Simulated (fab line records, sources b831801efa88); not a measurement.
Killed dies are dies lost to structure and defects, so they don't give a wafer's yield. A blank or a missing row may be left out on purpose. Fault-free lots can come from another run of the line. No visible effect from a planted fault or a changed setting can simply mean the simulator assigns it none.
Tool commonality check	flow sky130	36 wafers sampled across 12 lots

WHY THIS WAS OPENED
2 of 12 lots carry a flag on the reading LDD_HVP_TW at SKY_LDD_HVP_TW_MEAS_10. No-fault wafers: 452.3, standard deviation 3.
Rule: a lot gets a flag if all its wafers with a number sit over 4 standard deviations from that mean, or if no wafer of it has a number. The rest of the lots are taken to be sound.

lot	measured	on	LDD_HVP_TW, wafer by wafer	flag
L343	day 23 18:14	filmMetro-01	450.6 451.6 449.7	
L344	day 23 18:32	filmMetro-01	448.7 449.5 449.3	
L345	day 23 19:32	filmMetro-01	446.0 446.9 450.6	
L346	day 24 05:06	filmMetro-03	457.3 457.3 456.6	
L349	day 24 06:28	filmMetro-01	448.4 450.3 450.8	
L348	day 24 10:00	filmMetro-02	452.8 454.7 452.5	
L351	day 24 22:11	filmMetro-03	459.5 455.1 455.0	
L352	day 25 09:54	filmMetro-02	451.9 451.7 450.7	
L355	day 26 04:44	filmMetro-03	454.1 454.0 453.3	
L362	day 28 16:53	filmMetro-01	453.5 454.4 452.5	
L363	day 29 05:30	filmMetro-02	477.1 476.8 478.7	FLAGGED
L364	day 29 09:40	filmMetro-01	472.7 471.2 472.9	FLAGGED
The numbers of the flagged lots are 474.9 on average: +22.6 against the usual, or +8 standard deviations.

LOT BY LOT: THE TOOL USED
The record holds 1 process step before the reading, out of a route of 708 steps. Each cell gives the tool, then ch followed by the chambers the sampled wafers passed through, then the start.
lot	flag	SKY_LDD_HVP_IMPLANT_08
L343		implanter-03 ch 0, day 23 17:59
L344		implanter-04 ch 0, day 23 18:17
L345		implanter-03 ch 0, day 23 19:17
L346		implanter-03 ch 0, day 24 04:53
L349		implanter-04 ch 0, day 24 06:14
L348		implanter-03 ch 0, day 24 09:47
L351		implanter-04 ch 0, day 24 21:56
L352		implanter-04 ch 0, day 25 09:41
L355		implanter-01 ch 0, day 26 04:29
L362		implanter-04 ch 0, day 28 16:38
L363	FLAGGED	implanter-04 ch 0, day 29 05:17
L364	FLAGGED	implanter-04 ch 0, day 29 09:25
What the steps here do:
- SKY_LDD_HVP_IMPLANT_08
- SKY_LDD_HVP_TW_MEAS_10

FLAGGED OVER TOTAL, TOOL BY TOOL (the gauges that took the reading come last)
step	tool	lots run	flagged	share of the flagged lots	sound lots run after its first flagged lot
SKY_LDD_HVP_IMPLANT_08	implanter-01	1	0	none	-
SKY_LDD_HVP_IMPLANT_08	implanter-03	4	0	none	-
SKY_LDD_HVP_IMPLANT_08	implanter-04	7	2	all	0
SKY_LDD_HVP_TW_MEAS_10	filmMetro-01	6	1	some	0
SKY_LDD_HVP_TW_MEAS_10	filmMetro-02	3	1	some	0
SKY_LDD_HVP_TW_MEAS_10	filmMetro-03	3	0	none	-

WHAT IS ALLOWED BY THE TABLE
1 row of the table ran every flagged lot: implanter-04 at SKY_LDD_HVP_IMPLANT_08.
- implanter-04 at SKY_LDD_HVP_IMPLANT_08: 2 of its 7 lots flagged. A fault beginning between L362 (day 28 16:38), its last sound lot, and L363 (day 29 05:17), its first flagged one, fits the data. Its own readings (beamOnS, endStationPressureTorr, faradayCurrentUA) fall more than 4 standard deviations out on all wafers of the flagged lots.
implanter-04 at SKY_LDD_HVP_IMPLANT_08 is the single tool remaining.

WHAT THE SIMULATOR PUT IN
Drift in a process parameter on implanter-04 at SKY_LDD_HVP_IMPLANT_08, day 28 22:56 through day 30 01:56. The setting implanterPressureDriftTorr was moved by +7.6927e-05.
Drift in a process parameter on implanter-04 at SKY_LDD_HVP_IMPLANT_08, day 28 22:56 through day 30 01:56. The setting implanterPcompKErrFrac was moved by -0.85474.
Shown lots that were struck: L363, L364. The rule above found the same.
